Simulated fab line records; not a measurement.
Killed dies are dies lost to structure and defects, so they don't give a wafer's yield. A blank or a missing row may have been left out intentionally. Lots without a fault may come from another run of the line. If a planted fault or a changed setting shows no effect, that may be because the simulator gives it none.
Matching of chambers | flow gf180mcu | GF_CONTACT_CMP_04 on cmp-02 has 4 sister chambers
The step polishes SiO2. 18 wafers are shown with their chamber, then 9 later ones without.

== WAFERS PAIRED WITH THEIR CHAMBERS ==
wafer  | chamber | motor-current-A (A) | time-to-endpoint-s (s) | edge-zone-pressure-frac
L930.1 | 1       | 11.5                | 112                    | 0.994
L930.3 | 3       | 11.3                | 105                    | 1.004
L930.6 | 1       | 11.1                | 116                    | 1.005
L931.1 | 1       | 11.6                | 112                    | 1.003
L931.2 | 2       | 14.4                | 111                    | 0.998
L931.5 | 1       | 11.7                | 119                    | 1.009
L932.1 | 0       | 12.3                | 107                    | 1.006
L932.2 | 1       | 10.9                | 115                    | 1.004
L932.6 | 2       | 14.8                | 109                    | 1.002
L935.1 | 3       | 11.6                | 102                    | 0.990
L935.4 | 2       | 14.8                | 113                    | 1.003
L935.5 | 3       | 11.1                | 113                    | 0.995
L940.2 | 3       | 11.0                | 109                    | 1.003
L940.3 | 1       | 11.7                | 109                    | 0.998
L940.5 | 1       | 11.1                | 116                    | 0.987
L943.3 | 2       | 15.0                | 108                    | 1.006
L943.4 | 0       | 11.7                | 112                    | 1.001
L943.6 | 3       | 11.5                | 112                    | 0.992

SIGNATURES (means of the wafers above)
reading                 | chamber 0 | chamber 1 | chamber 2 | chamber 3 | scatter within a chamber
motor-current-A         | 12.000    | 11.371    | 14.750    | 11.300    | 0.303
time-to-endpoint-s      | 109.50    | 114.14    | 110.25    | 108.20    | 3.59
edge-zone-pressure-frac | 1.00350   | 1.00000   | 1.00225   | 0.99680   | 0.00626
Rule: distance of a wafer from a chamber = root of the sum over the readings of ((wafer's reading minus chamber's mean) / reading's scatter) squared. The wafer belongs to the nearest chamber; if the next one is less than 2 further off, it can't be placed. The scatter is the square root of a quotient: the sum, over the shown wafers, of each reading's squared deviation from its chamber's mean, divided by wafers minus chambers.

== WAFERS WHOSE CHAMBER IS MISSING ==
wafer  | motor-current-A (A) | time-to-endpoint-s (s) | edge-zone-pressure-frac
L945.2 | 11.0                | 109                    | 0.987
L945.3 | 12.3                | 106                    | 1.000
L945.6 | 11.5                | 108                    | 0.990
L947.3 | 14.7                | 109                    | 1.000
L947.4 | 10.9                | 113                    | 0.999
L947.6 | 14.7                | 118                    | 1.002
L948.2 | 11.2                | 107                    | 1.007
L948.3 | 11.5                | 100                    | 1.006
L948.6 | 14.7                | 107                    | 0.998

== CHAMBER TAKEN BY EACH ==
wafer  | from the rows above          | in truth
L945.2 | can't be placed: 3 or 1      | 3
L945.3 | can't be placed: 0 or 3      | 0
L945.6 | can't be placed: 3 or 1 or 0 | 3
L947.3 | 2                            | 2
L947.4 | can't be placed: 1 or 3      | 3
L947.6 | 2                            | 2
L948.2 | can't be placed: 3 or 1 or 0 | 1
L948.3 | can't be placed: 3 or 0 or 1 | 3
L948.6 | 2                            | 2
3 of 9 placed correctly. Cannot be placed on the basis of these rows: 6; the candidates contain the true chamber in 6. Wrongly placed: 0.
